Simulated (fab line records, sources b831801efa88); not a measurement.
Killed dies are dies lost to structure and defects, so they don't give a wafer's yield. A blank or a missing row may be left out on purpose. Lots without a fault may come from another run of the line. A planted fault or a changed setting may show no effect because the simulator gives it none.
fab line records | flow sky130
record lots=11 wafers=32 last_day=51
route steps=708 shown POLY_CUT@318 SD_P@331 CONTACT@410 CAPM@539 PAD_OPEN@708
lots that met no fault: from a run of the same line without faults
start_h: hours from the record's first day to the start of the lot's first wafer shown | wait_h: hours since the lot's step before | " the same as in the row above | L1.1+2: a row that stands for several wafers | - no value, or no start given | * or withheld: withheld | < > ~ a bound
route shown NAME@n: a module of which the file shows steps, and the number in the route of the first | usual: mean/standard deviation of fault-free wafers | same: alike in all rows | chamber/n: place in a boat | sites: the reading at each site | _std_site: their standard deviation | _edge_site: outer sites' mean less inner sites' | radius_mm: how far each site lies from the wafer's centre | mask NAME#n: copy n | behind: the tool/chamber that last shaped the wafer | hold: why the lot was held/for how many hours/how that ended | device: the transistor (n, p or np) that didn't switch | end of line: the same wafers' tests at the end of the route | a step without rows: its recipe alone | killed: dies lost to structure and defects at the first sort, not the wafer's yield | map: a wafer's dies, x killed, . not, _ none there
set.NAME: the setting as run; set.NAME@STEP: as run at that earlier step | model.NAME: the simulator's own value behind a step, which no gauge read
steps of the route over a sample of lots; a table a step, a row a wafer
services: from which hour (start_h, from the record's first day; less than 0 if before it) a tool's chamber was out of use, for how many hours, and why
## steps
# step SKY_POLY_CUT_ETCH_11
# recipe target=Si3N4 chemistry=CF4/CH2F2/Ar stop_on=poly-Si source_w=600 bias_w=150 pressure_mtorr=40 cf4_flow_sccm=40 ch2f2_flow_sccm=20 Ar_flow_sccm=150 time_s=42.5 target_depth_a=600
# usual drypump_motor_current_A=5.9/0.49 oes_product_au=0.829/0.006 throttle_valve_pct=14.994/0.0098
# columns lot.wafer tool chamber start_h wait_h drypump_motor_current_A oes_product_au rf_hours_counter_h throttle_valve_pct
L623.2 rie_diel-02 2 579.26 0.0 5.9 0.835 12 15.004
L623.5 " 0 " " 6.5 0.829 - 14.983
L623.6 " 3 " " 5.4 0.839 - 15.004
L624.1 rie_diel-03 2 592.22 0.0 5.9 0.826 30 14.994
L624.3 " 0 " " 6.7 0.835 4 14.982
L624.5 " 1 " " 6.3 0.824 - 14.980
L625.1 rie_diel-02 2 595.02 0.0 5.9 0.828 12 14.980
L625.5 " 1 " " 5.4 0.831 - 14.978
L625.6 " 0 " " 6.5 0.835 - 14.985
L626.3 rie_diel-02 0 600.81 0.0 6.5 0.837 18 14.999
L626.5 " 3 " " 5.4 0.823 - 15.007
L626.6 " 0 " " 6.5 0.830 - 15.007
L627.1 rie_diel-03 1 610.26 0.0 6.2 0.834 16 14.995
L627.4 " 0 " " 6.8 0.833 4 14.995
L627.5 " 1 " " 6.3 0.840 - 14.999
L628.1 rie_diel-02 3 617.99 0.0 5.4 0.835 4 15.000
L628.2 " 0 " " 6.5 0.830 19 14.998
L628.3 " 1 " " 5.5 0.823 2 14.997
L629.1 rie_diel-01 3 622.26 0.0 5.5 0.833 48 15.006
L629.3 " 0 " " 5.7 0.828 5 15.011
L629.4 " 1 " " 6.0 0.831 13 15.000
L634.4 rie_diel-02 1 669.42 0.0 5.4 0.825 3 14.984
L634.6 " 0 " " 6.5 0.830 - 14.992
L642.2 rie_diel-01 3 728.01 0.0 5.5 0.830 0 15.002
L642.3 " 1 " " 6.1 0.834 15 14.982
L642.6 " 3 " " 5.5 0.832 - 14.997
L644.2 rie_diel-01 2 745.24 0.0 6.3 0.826 9 14.988
L644.3 " 0 " " 5.8 0.824 7 14.982
L644.6 " 1 " " 6.0 0.830 - 15.001
L645.4 rie_diel-01 1 751.04 0.0 6.0 0.819 16 15.005
L645.5 " 1 " " 6.1 0.826 - 15.000
L645.6 " 2 " " 6.3 0.833 - 14.997
# step SKY_SD_P_TW_MEAS_11
# usual SD_P_TW=2852/16
# columns lot.wafer tool chamber start_h wait_h SD_P_TW
L623.2 film_metro-03 - 609.84 0.1 2840
L623.5 " - " " 2841
L623.6 " - " " 2837
L624.1 film_metro-02 - 622.55 0.1 2872
L624.3 " - " " 2850
L624.5 " - " " 2840
L625.1 film_metro-02 - 624.97 0.1 2868
L625.5 " - " " 2872
L625.6 " - " " 2876
L626.3 film_metro-02 - 631.32 0.1 2884
L626.5 " - " " 2873
L626.6 " - " " 2879
L627.1 film_metro-01 - 640.62 0.1 2861
L627.4 " - " " 2859
L627.5 " - " " 2838
L628.1 film_metro-03 - 647.36 0.1 2839
L628.2 " - " " 2849
L628.3 " - " " 2835
L629.1 film_metro-03 - 651.57 0.1 2833
L629.3 " - " " 2815
L629.4 " - " " 2844
L634.4 film_metro-01 - 698.84 0.1 2844
L634.6 " - " " 2834
L642.2 film_metro-01 - 757.31 0.1 2853
L642.3 " - " " 2858
L642.6 " - " " 2859
L644.2 film_metro-02 - 774.07 0.1 2845
L644.3 " - " " 2851
L644.6 " - " " 2848
L645.4 film_metro-02 - 778.87 0.1 2861
L645.5 " - " " 2868
L645.6 " - " " 2855
# step SKY_CONTACT_CMP_04
# recipe material=SiO2 down_force_psi=4 platen_rpm=60 pad_velocity_m_s=0.94248
# usual motor_current_A=12.1/1.4 time_to_endpoint_s=84/3.7
# columns lot.wafer tool chamber start_h wait_h motor_current_A time_to_endpoint_s
L623.2 cmp-01 1 732.00 0.0 11.6 79
L623.6 " 1 " " 11.0 85
L623.5 " 2 " " 12.9 81
L624.3 cmp-02 3 743.00 0.0 12.4 80
L624.1 " 1 " " 13.8 81
L624.5 " 0 " " 9.9 86
L625.1 cmp-01 1 744.41 0.1 11.0 76
L625.6 " 0 " " 11.0 81
L625.5 " 1 " " 11.5 84
L626.3 cmp-02 2 751.77 0.1 12.7 86
L626.6 " 1 " " 14.7 79
L626.5 " 2 " " 12.1 89
L627.4 cmp-02 3 761.07 0.0 13.2 87
L627.1 " 2 " " 12.5 86
L627.5 " 0 " " 10.3 82
L628.2 cmp-02 1 765.59 0.1 13.6 83
L628.1 " 2 " " 12.8 78
L628.3 " 3 " " 13.3 80
L629.3 cmp-01 0 770.49 0.0 10.4 91
L629.1 " 2 " " 13.4 88
L629.4 " 3 " " 11.7 89
L634.4 cmp-02 3 814.89 0.4 13.7 90
L634.6 " 1 " " 13.8 81
L642.2 cmp-02 3 873.90 0.0 12.9 86
L642.3 " 2 " " 13.6 85
L642.6 " 3 " " 13.5 83
L644.3 cmp-01 0 884.06 0.1 10.9 89
L644.2 " 2 " " 12.4 85
L644.6 " 0 " " 11.2 90
L645.4 cmp-01 0 889.59 0.1 10.6 84
L645.6 " 3 " " 11.0 84
L645.5 " 0 " " 10.7 87
# step SKY_CAPM_SPUTTER_02
# recipe material=TiN target_thk_nm=200 temp_c=300 power_w=6500 time_s=166.7 chamber_pressure_pa=0.4
# usual throttle_valve_pct=29.6/1.8
# columns lot.wafer tool chamber start_h wait_h throttle_valve_pct
L623.2 pvd_sputter-02 - 877.37 0.0 28.9
L623.5 " - " " 28.8
L623.6 " - " " 27.2
L624.1 pvd_sputter-01 - 886.43 0.1 30.6
L624.3 " - " " 30.4
L624.5 " - " " 30.7
L625.1 pvd_sputter-02 - 889.47 0.1 27.5
L625.5 " - " " 27.1
L625.6 " - " " 29.1
L626.3 pvd_sputter-02 - 896.00 0.0 33.1
L626.5 " - " " 32.8
L626.6 " - " " 28.9
L627.1 pvd_sputter-01 - 904.12 0.1 30.3
L627.4 " - " " 28.1
L627.5 " - " " 31.2
L628.1 pvd_sputter-02 - 906.76 0.1 28.9
L628.2 " - " " 27.1
L628.3 " - " " 32.6
L629.1 pvd_sputter-02 - 911.19 0.1 28.7
L629.3 " - " " 27.3
L629.4 " - " " 33.0
L634.4 pvd_sputter-02 - 954.68 0.0 29.1
L634.6 " - " " 33.1
L642.2 pvd_sputter-01 - 1008.42 0.0 28.2
L642.3 " - " " 30.1
L642.6 " - " " 30.7
L644.2 pvd_sputter-03 - 1018.03 0.0 28.3
L644.3 " - " " 29.5
L644.6 " - " " 29.5
L645.4 pvd_sputter-03 - 1021.76 0.1 29.6
L645.5 " - " " 28.2
L645.6 " - " " 31.7
# step SKY_CAPM_RS_MEAS_03
# recipe thk_meas_gauge=four-point-probe reads=TiN_of_CAPM_SPUTTER_02
# usual CAPM_TIN_RS=6.94/0.071
# columns lot.wafer tool chamber start_h wait_h CAPM_TIN_RS[ohm/sq]
L623.2 film_metro-01 - 877.50 0.1 6.94
L623.5 " - " " 6.87
L623.6 " - " " 6.92
L624.1 film_metro-01 - 886.54 0.1 6.94
L624.3 " - " " 6.91
L624.5 " - " " 6.91
L625.1 film_metro-01 - 889.58 0.1 7.07
L625.5 " - " " 7.05
L625.6 " - " " 7.04
L626.3 film_metro-01 - 896.15 0.1 6.83
L626.5 " - " " 6.83
L626.6 " - " " 6.82
L627.1 film_metro-01 - 904.23 0.1 7.02
L627.4 " - " " 6.95
L627.5 " - " " 7.00
L628.1 film_metro-01 - 906.87 0.1 6.88
L628.2 " - " " 6.97
L628.3 " - " " 6.86
L629.1 film_metro-01 - 911.30 0.1 6.97
L629.3 " - " " 7.03
L629.4 " - " " 7.00
L634.4 film_metro-01 - 954.85 0.1 6.65
L634.6 " - " " 6.86
L642.2 film_metro-02 - 1008.55 0.1 6.92
L642.3 " - " " 6.86
L642.6 " - " " 6.90
L644.2 film_metro-01 - 1018.16 0.1 6.84
L644.3 " - " " 6.85
L644.6 " - " " 6.86
L645.4 film_metro-01 - 1021.88 0.1 6.95
L645.5 " - " " 6.91
L645.6 " - " " 6.88
# step SKY_CAPM_THK_MEAS_04
# recipe thk_meas_gauge=xrf reads=TiN_of_CAPM_SPUTTER_02
# usual CAPM_TIN_THK=201.4/2.2
# columns lot.wafer tool chamber start_h wait_h CAPM_TIN_THK[nm]
L623.2 film_metro-01 - 877.61 0.1 202.2
L623.5 " - " " 203.7
L623.6 " - " " 202.7
L624.1 film_metro-01 - 886.66 0.1 201.3
L624.3 " - " " 202.5
L624.5 " - " " 202.5
L625.1 film_metro-01 - 889.70 0.1 198.0
L625.5 " - " " 198.1
L625.6 " - " " 198.8
L626.3 film_metro-01 - 896.25 0.1 204.0
L626.5 " - " " 204.7
L626.6 " - " " 205.2
L627.1 film_metro-01 - 904.35 0.1 198.9
L627.4 " - " " 200.5
L627.5 " - " " 199.2
L628.1 film_metro-01 - 906.99 0.1 203.2
L628.2 " - " " 201.3
L628.3 " - " " 203.4
L629.1 film_metro-01 - 911.42 0.1 200.1
L629.3 " - " " 199.6
L629.4 " - " " 198.9
L634.4 film_metro-01 - 954.94 0.1 211.2
L634.6 " - " " 204.2
L642.2 film_metro-02 - 1008.66 0.1 201.0
L642.3 " - " " 202.2
L642.6 " - " " 202.1
L644.2 film_metro-01 - 1018.27 0.1 204.2
L644.3 " - " " 203.7
L644.6 " - " " 202.3
L645.4 film_metro-01 - 1021.97 0.1 200.6
L645.5 " - " " 202.1
L645.6 " - " " 202.9
# step SKY_PAD_OPEN_PROBE_99
# usual defect_limited_yield=82.3/1.8 killed_at_M0_to_M3=43/6.9 killed_at_M4_up=3.2/1.6 killed_at_contacts=25/5.1 killed_at_front_end=16/4.5 killed_at_other=0.3/0.68 killed_dies=87/8.9 killed_open=48/6.9 killed_short=39/6.3 sort_bin_3_pad_short=0.8/0.4 sort_bin_5_function=10.5/1.4 sort_bin_6_memory=6.4/1.1 sort_n_pass=405/8.9 sort_yield_pct=82.3/1.8
# same gross_dies=492 killed_at_back_side=0 sort_bin_4_leakage[%]=0 sort_bin_8_speed[%]=0
# columns lot.wafer tool chamber start_h wait_h defect_limited_yield[%] killed_at_M0_to_M3 killed_at_M4_up killed_at_contacts killed_at_front_end killed_at_other killed_dies killed_open killed_short sort_bin_3_pad_short[%] sort_bin_5_function[%] sort_bin_6_memory[%] sort_n_pass sort_yield_pct[%]
L642.2 prober-02 - 1204.93 0.1 79.1 52 2 34 14 1 103 59 44 1.2 12.8 6.9 389 79.1
# killed by level:class
L642.2 VIA2:geometric_particle:open=13 CONTACT:geometric_particle:open=13 VIA1:geometric_particle:open=11 FIELD_ISO:geometric_particle:open=8 LOCAL_INTERCONNECT:geometric_particle:short=7 LI_CONTACT:geometric_particle:open=6 VIA3:geometric_particle:open=6 METAL2:geometric_particle:short=5
## services
# columns tool chamber start_h hours kind
cmp-01 - 572.00 4.0 pm
cmp-01 - 590.02 0.4 repair
pvd_sputter-02 - 615.88 5.8 repair
cmp-02 - 628.20 1.8 repair
pvd_sputter-02 - 664.38 4.4 repair
cmp-02 - 669.36 2.6 repair
cmp-01 - 721.36 4.9 pm
cmp-02 - 730.78 6.5 repair
cmp-02 - 736.27 1.1 repair
cmp-02 - 744.02 4.0 pm
rie_diel-02 3 755.08 4.5 repair
cmp-02 - 775.01 7.7 pm
rie_diel-02 1 810.69 11.2 repair
cmp-01 - 813.45 2.8 repair
cmp-02 - 851.84 4.1 pm
rie_diel-02 0 904.76 2.7 repair
cmp-02 - 909.76 1.3 repair
cmp-01 - 912.02 4.0 pm
rie_diel-02 0 924.94 3.0 repair
cmp-01 - 936.09 4.3 pm
rie_diel-02 1 948.40 8.7 repair
cmp-01 - 972.57 1.3 repair
cmp-01 - 985.66 0.4 repair
pvd_sputter-02 - 995.26 0.9 repair
## key
first_sign step=SKY_CAPM_RS_MEAS_03 reading=CAPM_TIN_RS direction=down sigmas=4 usual=6.94 struck=6.65
effect step=SKY_CAPM_THK_MEAS_04 reading=CAPM_TIN_THK direction=up sigmas=4.5 usual=201.4 struck=211.2
met_at SKY_CAPM_SPUTTER_02
struck_lots L634
struck_wafers L634.4
not_acting_at SKY_POLY_CUT_ETCH_11,SKY_SD_P_TW_MEAS_11,SKY_CONTACT_CMP_04
onset_between 911.19 954.68
fault kind=process_parameter_drift tool=pvd_sputter-02 chamber=- onset_h=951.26 steps=SKY_CAPM_SPUTTER_02 channel=time_s offset=* shape=step end_h=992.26 scope=struck_wafers_only acts_in=* stated=*
